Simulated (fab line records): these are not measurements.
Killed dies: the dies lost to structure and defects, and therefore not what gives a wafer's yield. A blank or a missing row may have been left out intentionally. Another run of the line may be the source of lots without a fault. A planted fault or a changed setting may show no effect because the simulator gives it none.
Which tool is to blame? | flow sky130 | 11 lots with 33 wafers sampled at 6 steps, on a route of 708 steps

WHAT THE GAUGES SHOWED, per wafer
SKY_LOCAL_INTERCONNECT_OVL_MEAS_12. Usual: for LOCAL_INTERCONNECT_OVL the level is 0 nm and the standard deviation is 4.6.
lot  | measured     | on         | LOCAL_INTERCONNECT_OVL (nm) | flag
L830 | day 32 03:05 | overlay-02 | 7 0 5                       |
L829 | day 32 05:37 | overlay-02 | 3 5 5                       |
L831 | day 32 06:31 | overlay-01 | -5 -3 -1                    |
L832 | day 32 22:26 | overlay-02 | 9 -2 3                      |
L833 | day 33 06:43 | overlay-01 | 5 10 9                      |
L841 | day 35 12:34 | overlay-01 | 8 -2 4                      |
L843 | day 36 07:35 | overlay-02 | 1 4 -3                      |
L842 | day 36 10:45 | overlay-01 | -3 -3 -4                    |
L845 | day 36 18:50 | overlay-02 | -4 3 -1                     |
L847 | day 37 01:53 | overlay-02 | -3 5 6                      |
L848 | day 37 12:59 | overlay-02 | -6 1 1                      |

SKY_CONTACT_RS_MEAS_25: measures by four-point-probe. Usual: for CONTACT_W_RS the level is 0.339 ohm/sq and the standard deviation is 0.0045.
lot  | measured     | on            | CONTACT_W_RS (ohm/sq) | flag
L830 | day 33 07:52 | film metro-03 | 0.341 0.339 0.335     |
L829 | day 33 11:15 | film metro-01 | 0.201 0.200 0.336     | OFF
L831 | day 33 12:01 | film metro-01 | 0.200 0.336 0.338     | OFF
L832 | day 34 04:12 | film metro-01 | 0.333 0.201 0.329     | OFF
L833 | day 34 11:43 | film metro-03 | 0.340 0.341 0.347     |
L841 | day 36 17:17 | film metro-04 | 0.334 0.334 0.340     |
L843 | day 37 12:26 | film metro-04 | 0.340 0.345 0.338     |
L842 | day 37 15:11 | film metro-04 | 0.341 0.328 0.337     |
L845 | day 37 23:36 | film metro-01 | 0.337 0.333 0.335     |
L847 | day 38 06:35 | film metro-03 | 0.341 0.341 0.347     |
L848 | day 38 16:53 | film metro-01 | 0.335 0.339 0.336     |

SKY_CONTACT_THK_MEAS_26: measures by xrf. Usual: for CONTACT_W_THK the level is 340 nm and the standard deviation is 4.4.
lot  | measured     | on            | CONTACT_W_THK (nm) | flag
L830 | day 33 07:59 | film metro-03 | 342 341 344        |
L829 | day 33 11:22 | film metro-01 | - - 345            |
L831 | day 33 12:07 | film metro-01 | - 341 342          |
L832 | day 34 04:19 | film metro-01 | 350 - 353          |
L833 | day 34 11:50 | film metro-03 | 339 337 330        |
L841 | day 36 17:25 | film metro-04 | 342 341 337        |
L843 | day 37 12:32 | film metro-04 | 336 332 339        |
L842 | day 37 15:17 | film metro-04 | 336 350 339        |
L845 | day 37 23:43 | film metro-01 | 343 345 346        |
L847 | day 38 06:42 | film metro-03 | 339 336 332        |
L848 | day 38 17:00 | film metro-01 | 343 338 340        |

TOOL THAT RAN EACH LOT (tool first, then ch and the chambers of the sampled wafers, then the start)
lot  | SKY_POLY_CUT_ETCH_11               | SKY_LI_CONTACT_ETCH_15             | SKY_CONTACT_CVD_24
L830 | rie diel-02 ch 0,1,2, day 26 04:33 | rie diel-03 ch 1,2,3, day 30 22:22 | cvd w-01 ch 0,1, day 33 07:46
L829 | rie diel-04 ch 1,3, day 26 05:30   | rie diel-02 ch 1,3, day 31 00:18   | cvd w-02 ch 0,1, day 33 11:08
L831 | rie diel-02 ch 0,2,3, day 26 06:27 | rie diel-01 ch 0,3, day 31 01:20   | cvd w-02 ch 0,1, day 33 11:55
L832 | rie diel-02 ch 0,1,3, day 26 11:55 | rie diel-01 ch 2,3, day 31 18:24   | cvd w-02 ch 0,1, day 34 04:04
L833 | rie diel-04 ch 0,2,3, day 27 07:16 | rie diel-03 ch 1,2,3, day 32 02:40 | cvd w-01 ch 0,1, day 34 11:37
L841 | rie diel-04 ch 0,1, day 29 17:42   | rie diel-02 ch 0,1,3, day 34 08:25 | cvd w-02 ch 0,1, day 36 17:11
L843 | rie diel-04 ch 0,1,2, day 30 12:52 | rie diel-03 ch 1,2, day 35 04:04   | cvd w-02 ch 0,1, day 37 12:18
L842 | rie diel-03 ch 0,1,3, day 30 17:12 | rie diel-02 ch 0,1, day 35 06:55   | cvd w-02 ch 0,1, day 37 15:04
L845 | rie diel-02 ch 0,2, day 31 02:25   | rie diel-02 ch 2,3, day 35 14:55   | cvd w-02 ch 0, day 37 23:29
L847 | rie diel-04 ch 0,3, day 31 08:09   | rie diel-02 ch 0,2,3, day 35 22:31 | cvd w-02 ch 0,1, day 38 06:28
L848 | rie diel-02 ch 1,2, day 31 21:48   | rie diel-01 ch 0,2,3, day 36 09:51 | cvd w-02 ch 0,1, day 38 16:46
- SKY_POLY_CUT_ETCH_11: etches Si3N4 in CF4/CH2F2/Ar, stops on poly-Si, time 42.5 s, target depth 60 nm.
- SKY_LI_CONTACT_ETCH_15: etches PSG in C4F8/O2/Ar, stops on Si, target depth 600 nm.
- SKY_CONTACT_CVD_24: deposits W, target thk 340 nm, time 102.12 s.

WHAT THE TOOLS THEMSELVES READ (means of the sampled wafers that have a number; where no wafer has one, the mark that the record gives instead)
SKY_POLY_CUT_ETCH_11. Usual: drypump motor current A 5.9 A, standard deviation 0.45; oes product au 0.829 a.u., standard deviation 0.0064; throttle valve pct 14.995 %, standard deviation 0.0091.
lot  | tool        | drypump motor current A (A) | oes product au (a.u.) | throttle valve pct (%) | flag
L830 | rie diel-02 | 6.0                         | 0.823                 | 15.003                 |
L829 | rie diel-04 | 6.0                         | 0.828                 | 14.991                 |
L831 | rie diel-02 | 5.5                         | 0.829                 | 14.998                 |
L832 | rie diel-02 | 5.8                         | 0.830                 | 14.994                 |
L833 | rie diel-04 | 5.9                         | 0.839                 | 15.002                 |
L841 | rie diel-04 | 5.6                         | 0.824                 | 14.990                 |
L843 | rie diel-04 | 5.6                         | 0.833                 | 14.996                 |
L842 | rie diel-03 | 5.9                         | 0.834                 | 14.994                 |
L845 | rie diel-02 | 5.7                         | 0.826                 | 14.994                 |
L847 | rie diel-04 | 6.2                         | 0.825                 | 14.990                 |
L848 | rie diel-02 | 6.2                         | 0.825                 | 14.984                 |

SKY_LI_CONTACT_ETCH_15. Usual: oes product au at 0.837 a.u., with a standard deviation of 0.0048.
lot  | tool        | oes product au (a.u.) | flag
L830 | rie diel-03 | 0.834                 |
L829 | rie diel-02 | 0.842                 |
L831 | rie diel-01 | 0.836                 |
L832 | rie diel-01 | 0.836                 |
L833 | rie diel-03 | 0.833                 |
L841 | rie diel-02 | 0.839                 |
L843 | rie diel-03 | 0.835                 |
L842 | rie diel-02 | 0.841                 |
L845 | rie diel-02 | 0.838                 |
L847 | rie diel-02 | 0.842                 |
L848 | rie diel-01 | 0.841                 |

SKY_CONTACT_CVD_24. Usual: heater power w at 889 W, with a standard deviation of 90.
lot  | tool     | heater power w (W) | flag
L830 | cvd w-01 | 815                |
L829 | cvd w-02 | 887                |
L831 | cvd w-02 | 958                |
L832 | cvd w-02 | 958                |
L833 | cvd w-01 | 835                |
L841 | cvd w-02 | 946                |
L843 | cvd w-02 | 895                |
L842 | cvd w-02 | 890                |
L845 | cvd w-02 | 1026               |
L847 | cvd w-02 | 883                |
L848 | cvd w-02 | 960                |

THE ANSWER, worked out from the rows above alone
Rule: a lot counts as off when the mean over its wafers that have a number is more than 3 standard deviations away from the usual mean. Also off: a lot with no number at a reading for which 4 or more lots have one. Any other lot the step has rows for is counted as sound. Order of review: gauges by route order, followed by the tools' own readings, for which a lot's mean as printed above is used. At the first step where some lot is off, the reading lying furthest off is the one used; lots without a number count as furthest.
Off: L829, L831, L832, seen at SKY_CONTACT_RS_MEAS_25 (CONTACT_W_RS).
A tool fits if, at a process step before that reading, it ran every lot that is off, and no sound lot after the first of them. Gauges at SKY_CONTACT_RS_MEAS_25: tried the same way as those tools. Not one of the candidates tried fits.

WHAT HAD BEEN PUT IN BY THE SIMULATOR
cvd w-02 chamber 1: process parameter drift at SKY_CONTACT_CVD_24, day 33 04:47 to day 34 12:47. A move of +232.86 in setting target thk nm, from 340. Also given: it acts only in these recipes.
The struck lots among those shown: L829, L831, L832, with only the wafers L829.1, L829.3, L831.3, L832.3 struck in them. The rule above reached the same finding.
